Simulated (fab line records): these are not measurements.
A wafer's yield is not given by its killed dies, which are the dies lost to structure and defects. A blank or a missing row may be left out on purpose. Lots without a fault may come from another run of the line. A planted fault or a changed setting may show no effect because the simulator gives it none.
A struck lot beside a sound one + flow sky130 + 14 steps out of a route of 708
Sound: the wafers L865.1, L865.2, L865.6. Wafers L878.1, L878.4, L878.6 were the ones struck. At the end, the cause is stated.
Per side, at each step with rows, come the tool, then ch with its chambers, and then its first start. Under that, the readings that differ: sound wafers + struck wafers + difference of the means + sigmas: that difference in standard deviations of wafers without a fault.
alike: same words and numbers on both sides, and readings whose means sit less than 2 such deviations apart. not compared: any withheld reading, any reading some wafer has no value for, any bound like >300 that may hide the same value, and any number with overlapping values for which the record gives no deviation.
Wherever a step has rows on one side only, a row that says differs or no value, or a row with sigmas, the two part there. When numbers do not overlap yet have no deviation, they are printed without sigmas and do not part them. A reading that every wafer of one side lacks parts them only if that side has two wafers or more.

SKY_LOCAL_INTERCONNECT_RS_MEAS_01: measures by four-point-probe.
  struck on filmMetro-04, day 36 01:20; sound on filmMetro-02, day 31 13:52
  alike: LOCAL_INTERCONNECT_TIN_RS
SKY_LOCAL_INTERCONNECT_THK_MEAS_02: measures by xrf.
  struck on filmMetro-04, day 36 01:28; sound on filmMetro-02, day 31 13:59
  alike: LOCAL_INTERCONNECT_TIN_THK
then, 8 steps without rows for these wafers: SKY_LOCAL_INTERCONNECT_DEHYDRATE_03 (time 60 s); SKY_LOCAL_INTERCONNECT_HMDS_04 (prime time 60 s); SKY_LOCAL_INTERCONNECT_COAT_05 (resist thk 60 nm); SKY_LOCAL_INTERCONNECT_COAT_06 (resist thk 450 nm); SKY_LOCAL_INTERCONNECT_SOFTBAKE_07 (time 90 s); SKY_LOCAL_INTERCONNECT_EXPOSE_08 (exposes mask LI1M, target cd 170 nm); SKY_LOCAL_INTERCONNECT_PEB_09; SKY_LOCAL_INTERCONNECT_DEVELOP_10 (develop time 60 s).
SKY_LOCAL_INTERCONNECT_CD_MEAS_11: target cd 170 nm.
  struck on cdSem-01, day 37 03:27; sound on cdSem-01, day 32 16:51
  alike: cdNm
SKY_LOCAL_INTERCONNECT_OVL_MEAS_12:
  struck on overlay-02, day 37 03:34; sound on overlay-02, day 32 16:58
  alike: LOCAL_INTERCONNECT_OVL
SKY_LOCAL_INTERCONNECT_ETCH_13: etches BARC in N2/H2, stops on SiO2, time 45.9 s, target depth 60 nm.
  sound on rieMetal-01 ch 0, day 32 17:01; struck on rieMetal-01 ch 0, day 37 03:37
| reading                                                  | sound           | struck            | difference | sigmas |
|----------------------------------------------------------|-----------------|-------------------|------------|--------|
| model.KrF-thick_of_LOCAL_INTERCONNECT_COAT_06.thkNm (nm) | 393 392.4 392.2 | 391.3 392.1 391.1 | -1.0       |        |
  alike: drypumpMotorCurrentA, h2FlowSccm, oesProductAu, rfFwdPowerW, throttleValvePct
  not compared: rfHoursCounterH
SKY_LOCAL_INTERCONNECT_METAL_ETCH_14: etches TiN in Cl2/BCl3, stops on PSG, target depth 110 nm, time 31.4 s.
  sound on rieMetal-01 ch 0, day 32 17:08; struck on rieMetal-01 ch 0, day 37 03:40
  alike: drypumpMotorCurrentA, oesProductAu, rfFwdPowerW, throttleValvePct
  not compared: rfHoursCounterH

## WHERE THEY PART
Nowhere in this record.

WHY: what the simulator had put in
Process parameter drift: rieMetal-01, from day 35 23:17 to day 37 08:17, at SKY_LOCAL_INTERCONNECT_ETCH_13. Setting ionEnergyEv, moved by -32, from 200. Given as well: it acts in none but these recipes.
